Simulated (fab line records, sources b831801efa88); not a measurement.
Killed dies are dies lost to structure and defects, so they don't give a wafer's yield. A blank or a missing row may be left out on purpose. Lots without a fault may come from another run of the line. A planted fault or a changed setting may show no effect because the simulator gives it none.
Split-lot experiment | flow sfq_line | 5 lots, 23 wafers read, on a route of 325 steps

THE SPLIT
At SFQ_TRILAYER_I4_VIA_LITHO_COAT_103 (resist thk 650 nm), the setting resist_thk_nm was moved away from the recipe's 650 nm on 9 of the 23 wafers read, by -4.7% to +5.2%. The other wafers ran this setting at the recipe's value.

FROM THE SPLIT TO THE READING: what the file shows between them, 3 steps
- SFQ_TRILAYER_I4_VIA_LITHO_SOFTBAKE_107
- SFQ_TRILAYER_I4_VIA_LITHO_EXPOSE_104: exposes mask I4, target cd 700 nm
- SFQ_TRILAYER_I4_VIA_BARC_OPEN_VIA_ETCH_146: etches BARC in O2, target depth 125 nm, time 41.7 s

THE READING
KrF_of_TRILAYER_I4_VIA_LITHO_COAT_103.thk_nm (the simulator's own value, which no gauge read), in nm, at SFQ_TRILAYER_I4_VIA_ETCH_VIA_ETCH_106 (etches SiO2 in CHF3, stops on Nb, target depth 260 nm). The file gives no usual value for it. The 14 wafers here that ran the recipe average 529.4 nm, standard deviation 2.1 nm.

wafer  | tool, chamber at the split | resist_thk_nm as run, nm | against the recipe | KrF_of_TRILAYER_I4_VIA_LITHO_COAT_103.thk_nm, nm | against lot-mates on the recipe
L078.1 | litho_track-04, 0          | 650                      | recipe             | 527.6                                            | -
L078.2 | litho_track-04, 0          | 619.4                    | -4.7%              | 500.4                                            | -27.3
L078.3 | litho_track-04, 0          | 650                      | recipe             | 527.7                                            | -
L078.4 | litho_track-04, 0          | 619.4                    | -4.7%              | 496.8                                            | -30.9
L078.5 | litho_track-04, 0          | 619.4                    | -4.7%              | 497.6                                            | -30.1
L079.2 | litho_track-02, 0          | 650                      | recipe             | 527                                              | -
L079.3 | litho_track-02, 0          | 680.8                    | +4.7%              | 558.3                                            | +30.8
L079.6 | litho_track-02, 0          | 680.8                    | +4.7%              | 558.3                                            | +30.8
L079.4 | litho_track-02, 0          | 680.8                    | +4.7%              | 559.5                                            | +32.0
L079.5 | litho_track-02, 0          | 650                      | recipe             | 527.9                                            | -
L080.2 | litho_track-02, 0          | 650                      | recipe             | 531.7                                            | -
L080.3 | litho_track-02, 0          | 650                      | recipe             | 531.2                                            | -
L080.4 | litho_track-02, 0          | 650                      | recipe             | 534.6                                            | -
L080.5 | litho_track-02, 0          | 650                      | recipe             | 528.3                                            | -
L080.6 | litho_track-02, 0          | 650                      | recipe             | 530.4                                            | -
L084.1 | litho_track-04, 0          | 650                      | recipe             | 527                                              | -
L084.2 | litho_track-04, 0          | 650                      | recipe             | 527.7                                            | -
L084.3 | litho_track-04, 0          | 650                      | recipe             | 529.3                                            | -
L085.1 | litho_track-04, 0          | 683.8                    | +5.2%              | 564.1                                            | +33.5
L085.3 | litho_track-04, 0          | 650                      | recipe             | 530.3                                            | -
L085.4 | litho_track-04, 0          | 650                      | recipe             | 530.9                                            | -
L085.5 | litho_track-04, 0          | 683.8                    | +5.2%              | 564.9                                            | +34.3
L085.6 | litho_track-04, 0          | 683.8                    | +5.2%              | 564.6                                            | +34.0

THE FIT
A straight line over all 23 wafers: KrF_of_TRILAYER_I4_VIA_LITHO_COAT_103.thk_nm changes by +6.54 nm for each +1% of resist_thk_nm; r = +1.00; the points scatter about the line by 2 nm.
The same after taking each lot's own level away (the mean of its wafers on the recipe; 23 wafers): +6.44 nm for each +1%; r = +1.00; scatter 1.3 nm.
On that fit, the largest move of resist_thk_nm shifts the reading by 33 nm.
The lots' own levels span 527.45 to 531.24 nm, that is 1.8 times the standard deviation above.
So the lot-to-lot level changes the slope little: the two slopes agree.
Check: with one of the wafers moved furthest among these (+5.2%) left out of the fit, the line predicts +33.8 nm for it against its lot-mates. It came out at +33.5 nm against them.

OTHER SPLITS ON THESE WAFERS
These wafers also went through other splits before the reading. Each is held against what the fit with the lots' levels taken away leaves over:
other split on the same wafers                      | wafers away from the commonest value | r with KrF_of_TRILAYER_I4_VIA_LITHO_COAT_103.thk_nm (lot level and that fit taken away)
SFQ_TRILAYER_I2_CMP_CMP_064 leave_above_ref_nm      | 11                                   | -0.12
SFQ_TRILAYER_I2_VIA_LITHO_COAT_072 spin_rpm         | 6                                    | -0.21
SFQ_TRILAYER_I2_VIA_LITHO_EXPOSE_068 dose_mj        | 5                                    | +0.41
SFQ_TRILAYER_I3_DEP_PECVD_081 time_s                | 5                                    | -0.04
SFQ_TRILAYER_I3_VIA_LITHO_COAT_090 spin_rpm         | 5                                    | -0.18
SFQ_TRILAYER_I3_VIA_BARC_OPEN_VIA_ETCH_121 source_w | 8                                    | -0.27
SFQ_TRILAYER_M4_DEP_SPUTTER_091 power_w             | 11                                   | +0.18
SFQ_TRILAYER_M4_ETCH_METAL_ETCH_096 bias_w          | 10                                   | +0.28

THE WHOLE CHAIN: every reading that the file lists as answering this split, in the file's order
step                                  | what it does                                          | reading                                                                                       | change (the file's fit)              | r (the file's)
SFQ_TRILAYER_I4_VIA_LITHO_COAT_103    | resist thk 650 nm                                     | KrF_of_TRILAYER_I4_VIA_LITHO_COAT_103.thk_nm (the simulator's own value, which no gauge read) | +6.4 nm for each +1% of the setting  | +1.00
SFQ_TRILAYER_I4_VIA_ETCH_VIA_ETCH_106 | etches SiO2 in CHF3, stops on Nb, target depth 260 nm | KrF_of_TRILAYER_I4_VIA_LITHO_COAT_103.thk_nm (the simulator's own value, which no gauge read) | +6.46 nm for each +1% of the setting | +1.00

THE FILE'S OWN FIT
KrF_of_TRILAYER_I4_VIA_LITHO_COAT_103.thk_nm changes by +6.46 nm for each +1% of resist_thk_nm, r = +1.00.
